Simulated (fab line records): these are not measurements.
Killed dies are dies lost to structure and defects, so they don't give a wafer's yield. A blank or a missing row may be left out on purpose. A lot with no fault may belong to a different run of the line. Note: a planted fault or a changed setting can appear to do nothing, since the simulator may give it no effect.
Which tool is to blame? + flow gf180mcu + 6 lots, 18 wafers sampled, at 2 steps of a route of 602

WHAT THE GAUGES SHOWED, per wafer
GF_M1_RS_MEAS_05: the measuring method here is four-point-probe.
| lot  | measured     | on            | M1_ALCU_RS (ohm/sq)  |
|------|--------------|---------------|----------------------|
| L469 | day 17 11:59 | film metro-04 | 0.0697 0.0702 0.0695 |
| L479 | day 21 01:31 | film metro-04 | 0.0692 0.0697 0.0697 |
| L481 | day 21 16:46 | film metro-03 | 0.0695 0.0691 0.0701 |
| L483 | day 22 10:24 | film metro-01 | 0.0709 0.0697 0.0693 |
| L485 | day 22 23:42 | film metro-03 | 0.0696 0.0692 0.0697 |
| L488 | day 24 00:38 | film metro-03 | 0.0695 0.0681 0.0693 |

WHICH TOOL RAN EACH LOT (tool, then ch and the chambers of the sampled wafers, then the start)
| lot  | GF_CONTACT_SPUTTER_22        |
|------|------------------------------|
| L469 | pvd sputter-01, day 17 11:03 |
| L479 | pvd sputter-02, day 21 00:35 |
| L481 | pvd sputter-04, day 21 15:52 |
| L483 | pvd sputter-02, day 22 09:30 |
| L485 | pvd sputter-02, day 22 22:48 |
| L488 | pvd sputter-02, day 23 23:44 |
- GF_CONTACT_SPUTTER_22: material Ti, target thk 15 nm, time 80.02 s.

THE ANSWER, worked out from the rows above alone
Rule: the lots themselves supply what counts as usual. The widest of any qualifying gaps counts: lots, ordered by their means at a reading, are off when they make up no more than a third of the lots, leave a main group of 4 or more, and stand apart from it by 3 or more times the standard deviation of that group's means. The tables above print the reading to a certain number of digits; a main group whose means all agree to those digits is not used. Also off: a lot with no number at a reading for which 4 or more lots have one. Where the step has rows for the other lots, those lots are counted as sound.
No lot is off at any reading shown: from this, nothing can be told.

WHAT WAS PUT IN BY THE SIMULATOR
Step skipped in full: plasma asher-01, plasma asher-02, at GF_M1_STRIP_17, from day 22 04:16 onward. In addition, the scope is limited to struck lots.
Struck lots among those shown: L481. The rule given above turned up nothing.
